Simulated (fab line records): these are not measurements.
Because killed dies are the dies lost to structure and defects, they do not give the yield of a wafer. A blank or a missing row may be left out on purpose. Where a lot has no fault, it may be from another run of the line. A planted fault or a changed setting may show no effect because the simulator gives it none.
Which tool did it? -- flow sky130 -- Sampling: 15 lots, 45 wafers, 5 of 708 route steps

## WHAT EACH GAUGE READ, for each wafer
SKY_FIELD_ISO_CD_MEAS_13: the cd target is 150 nm. Usual: cd-nm reads 149.5 nm (standard deviation 1.2).
lot,measured,on,cd-nm (nm),flag
L903,day 2 15:26,cd-sem-02,150.3 148.9 149.3,
L904,day 2 20:04,cd-sem-01,148.2 150.4 148.9,
L905,day 3 01:48,cd-sem-01,149.7 149.5 149.9,
L907,day 3 12:46,cd-sem-01,148.2 148.2 147.9,
L908,day 3 17:34,cd-sem-01,147.4 147.1 148.9,
L909,day 4 00:36,cd-sem-01,151.1 150.7 151.6,
L910,day 4 06:56,cd-sem-01,148.4 148.0 146.8,
L911,day 4 12:54,cd-sem-02,150.5 151.3 152.1,
L912,day 4 17:57,cd-sem-02,149.6 150.4 149.3,
L915,day 5 05:47,cd-sem-01,149.5 149.6 149.5,
L916,day 5 09:48,cd-sem-02,149.8 150.8 150.4,
L918,day 5 22:53,cd-sem-02,149.0 149.3 148.1,
L919,day 6 02:53,cd-sem-02,149.7 151.0 151.2,
L920,day 6 09:14,cd-sem-02,148.8 148.7 150.3,
L924,day 7 06:22,cd-sem-01,150.7 150.1 149.2,

SKY_FIELD_ISO_THK_MEAS_25. Usual: FIELD_ISO_CVD_24_THK gives 596 nm (standard deviation 5.7).
lot,measured,on,FIELD_ISO_CVD_24_THK (nm),flag
L903,day 2 17:25,film-metro-02,594 603 596,
L904,day 2 22:02,film-metro-02,606 607 599,
L905,day 3 07:26,film-metro-02,598 599 596,
L907,day 3 15:55,film-metro-04,596 606 585,
L908,day 4 00:15,film-metro-04,585 592 592,
L909,day 4 03:14,film-metro-04,590 590 591,
L910,day 4 08:54,film-metro-04,599 598 601,
L911,day 4 15:56,film-metro-02,602 593 604,
L912,day 4 20:31,film-metro-02,600 594 597,
L915,day 5 08:20,film-metro-03,595 596 596,
L916,day 5 12:42,film-metro-04,592 587 606,
L918,day 6 01:20,film-metro-02,595 591 591,
L919,day 6 05:06,film-metro-03,600 603 599,
L920,day 6 11:24,film-metro-04,593 592 593,
L924,day 7 09:02,film-metro-04,597 595 596,

SKY_DNWELL_TW_MEAS_09. Usual: DNWELL_TW gives 1110 (standard deviation 12).
lot,measured,on,DNWELL_TW,flag
L903,day 3 13:22,film-metro-02,1127 1127 1129,
L904,day 3 19:19,film-metro-01,1103 1109 1110,
L905,day 4 12:26,film-metro-02,1125 1127 1127,
L907,day 4 19:14,film-metro-01,30 29 30,OFF
L908,day 5 01:20,film-metro-02,30 30 30,OFF
L909,day 5 02:32,film-metro-02,30 30 30,OFF
L910,day 5 06:48,film-metro-02,1111 1115 1115,
L911,day 5 15:08,film-metro-02,1124 1120 1122,
L912,day 5 21:20,film-metro-01,1103 1098 1106,
L915,day 6 08:51,film-metro-01,1097 1100 1105,
L916,day 6 11:46,film-metro-01,1096 1098 1094,
L918,day 7 01:50,film-metro-01,1089 1092 1091,
L919,day 7 06:50,film-metro-02,1129 1121 1117,
L920,day 7 12:52,film-metro-02,1121 1120 1116,
L924,day 8 10:08,film-metro-02,1119 1130 1131,

SKY_PWDE_OVL_MEAS_07. Usual: PWDE_OVL gives -0.6 nm (standard deviation 1.6).
lot,measured,on,PWDE_OVL (nm),flag
L903,day 4 04:38,overlay-02,-1.2 1.2 1.5,
L904,day 4 11:50,overlay-01,2.3 2.2 1.4,
L905,day 5 06:28,overlay-02,-0.1 0.7 1.5,
L907,day 5 12:23,overlay-02,-2.0 -0.5 -0.9,
L908,day 5 19:21,overlay-01,-1.1 0.3 1.1,
L909,day 5 20:03,overlay-02,-2.7 -3.0 -1.4,
L910,day 6 01:55,overlay-01,-1.7 -0.1 0.5,
L911,day 6 10:02,overlay-02,0.1 -3.2 -1.3,
L912,day 6 16:40,overlay-01,-4.3 -1.7 -2.0,
L915,day 7 04:09,overlay-02,-1.5 -0.6 -2.4,
L916,day 7 07:32,overlay-01,-0.5 2.6 -1.1,
L918,day 7 21:54,overlay-02,-1.4 -0.6 -2.4,
L919,day 8 02:55,overlay-02,-1.9 -2.6 -2.6,
L920,day 8 09:32,overlay-01,1.7 0.9 1.2,
L924,day 9 07:33,overlay-02,0.4 1.5 1.0,

## TOOL THAT RAN EACH LOT (tool first, then ch and the chambers of the sampled wafers, then the start)
lot,SKY_DNWELL_DEVELOP_06
L903,"litho-track-03 ch 0, day 3 12:00"
L904,"litho-track-03 ch 0, day 3 18:00"
L905,"litho-track-04 ch 0, day 4 12:00"
L907,"litho-track-02, day 4 18:00"
L908,"litho-track-02, day 5 00:00"
L909,"litho-track-04, day 5 02:00"
L910,"litho-track-04 ch 0, day 5 06:00"
L911,"litho-track-04 ch 0, day 5 14:00"
L912,"litho-track-04 ch 0, day 5 20:00"
L915,"litho-track-04 ch 0, day 6 08:00"
L916,"litho-track-02 ch 0, day 6 11:00"
L918,"litho-track-04 ch 0, day 7 01:00"
L919,"litho-track-04 ch 0, day 7 06:00"
L920,"litho-track-03 ch 0, day 7 12:00"
L924,"litho-track-04 ch 0, day 8 09:00"
- SKY_DNWELL_DEVELOP_06: develop time 60 s.

## WHAT THE TOOLS THEMSELVES READ (means of the sampled wafers that have a number; where no wafer has one, the mark that the record gives instead)
SKY_DNWELL_DEVELOP_06. Usual: chill-plate-temp-C reads 22.96 C (standard deviation 0.1).
lot,tool,chill-plate-temp-C (C),flag
L903,litho-track-03,23.00,
L904,litho-track-03,22.99,
L905,litho-track-04,23.07,
L907,litho-track-02,-,OFF
L908,litho-track-02,-,OFF
L909,litho-track-04,-,OFF
L910,litho-track-04,22.87,
L911,litho-track-04,23.14,
L912,litho-track-04,23.04,
L915,litho-track-04,22.97,
L916,litho-track-02,22.79,
L918,litho-track-04,23.01,
L919,litho-track-04,23.09,
L920,litho-track-03,23.03,
L924,litho-track-04,22.90,

## THE ANSWER, worked out from the rows above alone
Rule: a lot is off if the mean of its wafers that have a number lies more than 3 standard deviations from the usual mean. A lot without any number at a reading at which 4 lots or more have one is off too. Any other lot the step has rows for is counted as sound. The gauges are gone through in route order, then the tools' own readings, and for those a lot's mean is taken as printed above. At the first step where some lot is off, the reading lying furthest off is the one used; lots without a number count as furthest.
Off: at SKY_DNWELL_TW_MEAS_09 (DNWELL_TW), L907, L908, L909.
A tool fits if, at a process step before that reading, it ran every lot that is off, and no sound lot after the first of them. Not tried: the gauges at SKY_DNWELL_TW_MEAS_09; whatever is off there is also off at SKY_DNWELL_DEVELOP_06, on other tools, and gauge error can't account for it. No candidate that was tried fits.

## WHAT HAD BEEN PUT IN BY THE SIMULATOR
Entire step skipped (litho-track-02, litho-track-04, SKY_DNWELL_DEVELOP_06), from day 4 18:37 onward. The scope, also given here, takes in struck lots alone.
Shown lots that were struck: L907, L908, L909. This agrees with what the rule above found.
